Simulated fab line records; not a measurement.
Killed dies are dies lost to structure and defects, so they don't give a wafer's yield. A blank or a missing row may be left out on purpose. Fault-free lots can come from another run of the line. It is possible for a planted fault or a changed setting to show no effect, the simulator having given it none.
Struck lot and sound lot, side by side ; flow sky130 ; 14 steps out of a route of 708
Sound: these wafers, L382.1, L382.2, L382.5. Wafers struck: L379.1, L379.2, L379.3. The cause is given at the end.
Per side, at each step with rows, come the tool, then ch with its chambers, and then its first start. Under that, the readings that differ: sound wafers ; struck wafers ; difference of the means ; sigmas: that difference in standard deviations of wafers without a fault.
alike: same words and numbers on both sides, and readings whose means sit less than 2 such deviations apart. not compared: any withheld reading, any reading some wafer has no value for, any bound like >300 that may hide the same value, and any number with overlapping values for which the record gives no deviation.
Wherever a step has rows on one side only, a row that says differs or no value, or a row with sigmas, the two part there. Numbers that have no deviation but don't overlap get no sigmas and don't part them. A reading missing from all wafers of one side parts the sides only when that side holds two or more wafers.

first, 2 steps without rows for these wafers: SKY_VT_ADJUST_PCH_PEB_05; SKY_VT_ADJUST_PCH_DEVELOP_06 (develop time 60 s).
SKY_VT_ADJUST_PCH_OVL_MEAS_07:
  struck on overlay-02, day 16 07:19; sound on overlay-01, day 17 05:34
  alike: VT_ADJUST_PCH_OVL
after that, 1 step had no rows for these wafers: SKY_VT_ADJUST_PCH_IMPLANT_08.
SKY_VT_ADJUST_PCH_STRIP_09: strips in O2/N2.
  sound on plasmaAsher-04 ch 0,1, day 17 05:46; struck on plasmaAsher-03 ch 0,1, day 16 07:31
  alike: drypumpMotorCurrentA, n2FlowSccm, oesProductAu, stripTimeToEndpointS
  not compared: rfHoursCounterH
SKY_VT_ADJUST_PCH_TW_MEAS_10:
  struck on filmMetro-04, day 16 07:37; sound on filmMetro-01, day 17 05:52
  alike: VT_ADJUST_PCH_TW
then, 6 steps without rows for these wafers: SKY_SONOS_TUNNEL_DEHYDRATE_00 (time 60 s); SKY_SONOS_TUNNEL_HMDS_01 (prime time 60 s); SKY_SONOS_TUNNEL_COAT_02 (resist thk 1140 nm); SKY_SONOS_TUNNEL_SOFTBAKE_03 (time 60 s); SKY_SONOS_TUNNEL_EXPOSE_04 (exposes mask TUNM, target cd 410 nm); SKY_SONOS_TUNNEL_PEB_05.
SKY_SONOS_TUNNEL_DEVELOP_06: develop time 60 s.
  struck on lithoTrack-04, day 17 11:57; sound on lithoTrack-01 ch 0, day 18 10:45
  no value came back on the struck wafers for chillPlateTempC (C), developTimeS (s); on the sound wafers chillPlateTempC (C) reads 22.87 23.00 22.82
SKY_SONOS_TUNNEL_CD_MEAS_07: the cd target is 410 nm.
  struck on cdSem-02, day 17 12:06; sound on cdSem-01, day 18 10:54
reading;sound;struck;difference;sigmas
cdNm (nm);410.8 408.1 411.2;- - -;no value on the struck wafers;

== WHERE THEY PART ==
First at SKY_SONOS_TUNNEL_DEVELOP_06; last, within this record, at SKY_SONOS_TUNNEL_CD_MEAS_07.

WHY: whatever the simulator had introduced
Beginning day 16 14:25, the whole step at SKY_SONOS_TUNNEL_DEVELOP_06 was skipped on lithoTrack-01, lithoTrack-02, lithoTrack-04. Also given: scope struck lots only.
